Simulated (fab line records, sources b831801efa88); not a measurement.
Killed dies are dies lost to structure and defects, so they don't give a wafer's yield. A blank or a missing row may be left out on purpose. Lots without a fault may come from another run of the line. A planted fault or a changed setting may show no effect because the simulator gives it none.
Which tool did it? | flow gf180mcu | 9 lots, 27 wafers sampled, at 3 steps of a route of 602

WHAT THE GAUGES READ, wafer by wafer
GF_PSD_RS_MEAS_14: measures by four-point-probe.
lot  | measured     | on            | NSD_RS (ohm/sq)
L196 | day 14 06:13 | film_metro-02 | 46.19 46.08 46.09
L197 | day 14 15:26 | film_metro-04 | 46.09 46.04 46.17
L198 | day 15 03:13 | film_metro-02 | 46.09 46.18 46.04
L199 | day 15 12:03 | film_metro-01 | 46.08 46.09 46.10
L203 | day 16 16:29 | film_metro-02 | 46.21 46.14 46.19
L206 | day 17 20:16 | film_metro-04 | 45.95 46.07 46.10
L207 | day 18 04:32 | film_metro-04 | 53.08 52.89 52.98
L208 | day 18 08:00 | film_metro-01 | 52.78 53.07 52.99
L209 | day 18 21:24 | film_metro-01 | 52.89 52.70 52.78

WHICH TOOL RAN EACH LOT (tool, then ch and the chambers of the sampled wafers, then the start)
lot  | GF_NSD_IMPLANT_10               | GF_NSD_STRIP_11
L196 | implanter-01 ch 0, day 13 09:44 | plasma_asher-01 ch 0,1, day 13 09:53
L197 | implanter-01 ch 0, day 13 18:20 | plasma_asher-03 ch 0,1, day 13 18:29
L198 | implanter-01 ch 0, day 14 05:35 | plasma_asher-01 ch 0,1, day 14 05:44
L199 | implanter-03 ch 0, day 14 14:14 | plasma_asher-03 ch 0,1, day 14 14:23
L203 | implanter-01 ch 0, day 15 17:34 | plasma_asher-04 ch 0,1, day 15 17:43
L206 | implanter-03 ch 0, day 16 19:41 | plasma_asher-01 ch 0,1, day 16 19:49
L207 | implanter-04 ch 0, day 17 04:41 | plasma_asher-01 ch 0,1, day 17 04:47
L208 | implanter-03 ch 0, day 17 08:20 | plasma_asher-03 ch 0,1, day 17 08:28
L209 | implanter-01 ch 0, day 17 20:52 | plasma_asher-04 ch 0,1, day 17 20:59
- GF_NSD_IMPLANT_10
- GF_NSD_STRIP_11: strips in O2/N2.

THE ANSWER, worked out from the rows above alone
Rule: what is usual is taken from the lots themselves. Put in order of their means at a reading, lots are off if they are a third of the lots or fewer, leave a main group of 4 or more, and stand apart from it by a gap of 3 or more times the standard deviation of the main group's means; of several such gaps the widest counts. A main group whose means are all the same, to the digits that the tables above print for the reading, isn't used. A lot without any number at a reading at which 4 lots or more have one is off too. The other lots that the step has rows for count as sound.
Off: L207, L208, L209, at GF_PSD_RS_MEAS_14 (NSD_RS). The main group: mean 46.11 ohm/sq, standard deviation 0.041.
A tool fits if, at a process step before that reading, it ran every lot that is off, and no sound lot after the first of them. The gauges at GF_PSD_RS_MEAS_14 are tried like those tools. None of those tried fits.

WHAT THE SIMULATOR HAD PUT IN
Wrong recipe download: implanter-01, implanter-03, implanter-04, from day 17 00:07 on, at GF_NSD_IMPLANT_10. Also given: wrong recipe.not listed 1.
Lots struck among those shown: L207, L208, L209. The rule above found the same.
